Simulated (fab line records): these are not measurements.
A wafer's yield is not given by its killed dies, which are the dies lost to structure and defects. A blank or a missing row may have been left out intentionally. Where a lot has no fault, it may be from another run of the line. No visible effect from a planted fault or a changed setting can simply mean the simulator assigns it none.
What tool caused it?	flow gf180mcu	12 lots, 36 wafers sampled, at 4 steps of a route of 602

WHAT THE GAUGES SHOWED, per wafer
GF_HV_LDD_CD_MEAS_46 targets a cd of 400 nm. Usual: cd_nm 400.0 nm, standard deviation 2.4.
lot	measured	on	cd_nm (nm)	flag
L650	day 12 09:24	cd_sem-01	400.7 398.1 399.1	
L651	day 12 14:40	cd_sem-02	401.4 404.3 403.4	
L652	day 13 02:55	cd_sem-01	400.2 397.9 398.7	
L654	day 13 16:06	cd_sem-02	402.8 400.8 399.7	
L655	day 14 01:48	cd_sem-02	400.6 403.3 402.8	
L656	day 14 04:01	cd_sem-02	400.0 399.1 401.3	
L657	day 14 19:41	cd_sem-02	396.7 394.9 395.8	
L659	day 15 05:25	cd_sem-02	400.6 398.0 400.9	
L665	day 17 09:31	cd_sem-01	384.3 383.9 386.9	OFF
L667	day 18 01:34	cd_sem-02	380.2 379.6 378.7	OFF
L670	day 19 03:38	cd_sem-02	401.5 402.5 399.1	
L673	day 20 10:01	cd_sem-01	397.2 395.0 394.9	

GF_NSD_OVL_MEAS_08. Usual: NSD_OVL 0.4 nm, standard deviation 1.5.
lot	measured	on	NSD_OVL (nm)	flag
L650	day 13 08:26	overlay-02	0.5 1.9 0.8	
L651	day 13 14:06	overlay-01	-0.8 0.7 1.3	
L652	day 14 03:17	overlay-01	-0.5 0.5 0.6	
L654	day 14 16:31	overlay-01	-3.3 -1.7 -3.2	
L655	day 15 02:17	overlay-01	-0.4 1.9 0.7	
L656	day 15 04:44	overlay-01	0.9 0.9 0.5	
L657	day 15 21:28	overlay-02	3.0 3.2 3.6	
L659	day 16 06:24	overlay-02	-1.9 -2.0 -0.7	
L665	day 18 12:20	overlay-02	-0.7 -1.4 -0.9	
L667	day 19 04:47	overlay-02	2.2 1.9 3.7	
L670	day 20 07:52	overlay-02	0.7 1.0 -0.4	
L673	day 21 14:10	overlay-02	-0.1 -0.9 -1.0	

WHICH TOOL RAN EACH LOT (tool, then ch and the chambers of the sampled wafers, then the start)
lot	GF_VT_IMPLANT_STRIP_20	GF_HV_LDD_EXPOSE_43
L650	plasma_asher-01 ch 0,1, day 6 06:28	iline_stepper-01 ch 0, day 11 23:57
L651	plasma_asher-01 ch 0,1, day 6 10:25	iline_stepper-02 ch 0, day 12 05:32
L652	plasma_asher-02 ch 0,1, day 6 20:46	iline_stepper-01 ch 0, day 12 17:15
L654	plasma_asher-03 ch 0,1, day 7 08:00	iline_stepper-01 ch 0, day 13 06:22
L655	plasma_asher-02 ch 0,1, day 7 14:30	iline_stepper-02 ch 0, day 13 15:31
L656	plasma_asher-01 ch 0,1, day 7 17:22	iline_stepper-02 ch 0, day 13 17:57
L657	plasma_asher-02 ch 0,1, day 8 03:08	iline_stepper-01 ch 0, day 14 09:40
L659	plasma_asher-03 ch 0, day 8 14:28	iline_stepper-01 ch 0, day 14 18:37
L665	plasma_asher-03 ch 0,1, day 10 06:51	iline_stepper-01 ch 0, day 16 22:43
L667	plasma_asher-02 ch 0,1, day 10 17:27	iline_stepper-01 ch 0, day 17 13:23
L670	plasma_asher-03 ch 0,1, day 11 15:01	iline_stepper-02 ch 0, day 18 15:53
L673	plasma_asher-03 ch 0,1, day 12 14:39	iline_stepper-02 ch 0, day 19 21:48
- GF_VT_IMPLANT_STRIP_20: strips in O2/N2.
- GF_HV_LDD_EXPOSE_43: exposes mask Pplus HV AREA, target cd 400 nm.

AS READ BY THE TOOLS THEMSELVES (means over the sampled wafers that have a number; for cases with no such wafer, the mark the record gives instead)
GF_VT_IMPLANT_STRIP_20. Usual: drypump_motor_current_A 5.7 A, standard deviation 0.57; heater_power_w 301 W, standard deviation 18; oes_product_au 0.716 a.u., standard deviation 0.0046; strip_time_to_endpoint_s 12.62 s, standard deviation 0.038.
lot	tool	drypump_motor_current_A (A)	heater_power_w (W)	oes_product_au (a.u.)	strip_time_to_endpoint_s (s)	flag
L650	plasma_asher-01	6.1	319	0.712	12.61	
L651	plasma_asher-01	6.1	320	0.719	12.63	
L652	plasma_asher-02	5.0	311	0.715	12.65	
L654	plasma_asher-03	6.3	285	0.716	12.63	
L655	plasma_asher-02	5.0	310	0.717	12.71	
L656	plasma_asher-01	6.1	320	0.713	12.60	
L657	plasma_asher-02	5.1	295	0.715	12.56	
L659	plasma_asher-03	6.4	277	0.719	12.58	
L665	plasma_asher-03	6.3	285	0.716	12.65	
L667	plasma_asher-02	5.1	306	0.723	12.66	
L670	plasma_asher-03	6.1	297	0.715	12.65	
L673	plasma_asher-03	6.1	294	0.715	12.63	

GF_HV_LDD_EXPOSE_43. Usual: exposure_dose_mJ_cm2 139.99, standard deviation 0.17.
lot	tool	exposure_dose_mJ_cm2	flag
L650	iline_stepper-01	139.72	
L651	iline_stepper-02	140.06	
L652	iline_stepper-01	140.02	
L654	iline_stepper-01	140.06	
L655	iline_stepper-02	140.04	
L656	iline_stepper-02	139.89	
L657	iline_stepper-01	139.90	
L659	iline_stepper-01	140.29	
L665	iline_stepper-01	131.66	OFF
L667	iline_stepper-01	132.00	OFF
L670	iline_stepper-02	140.17	
L673	iline_stepper-02	139.91	

THE ANSWER, worked out from the rows above alone
Rule: a lot is off if the mean of its wafers that have a number lies more than 3 standard deviations from the usual mean. A lot without any number at a reading at which 4 lots or more have one is off too. Any other lot the step has rows for is counted as sound. First the gauges in route order, then the tools' own readings, where a lot's mean is used as printed above. The first step at which some lot is off is used, and at that step the reading that is off furthest; a lot without a number counts as furthest.
Off, at GF_HV_LDD_CD_MEAS_46 on cd_nm: L665, L667.
If a tool, at a process step before that reading, ran all the lots that are off and no sound lot after the first of them, it fits. The gauges at GF_HV_LDD_CD_MEAS_46 aren't tried: what is off there is off at GF_HV_LDD_EXPOSE_43 too, on other tools, and a gauge's error can't cause that. One fits: GF_HV_LDD_EXPOSE_43 on iline_stepper-01. Its last sound lot is L659 (day 14 18:37), its first lot that is off L665 (day 16 22:43): a fault that began between those two fits.
On the lots that are off, the tool's own readings at GF_HV_LDD_EXPOSE_43 differ by more than 5 times the standard deviation of the sound lots' means, which bears it out; exposure_dose_mJ_cm2 reads 131.83 there versus 140.01 on the sound lots.

WHAT THE SIMULATOR HAD INSERTED
Drift in process parameters on iline_stepper-01 at GF_HV_LDD_EXPOSE_43, starting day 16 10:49. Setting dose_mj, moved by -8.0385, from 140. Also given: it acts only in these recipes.
Lots struck among those shown: L665, L667. The rule given above showed the same thing.
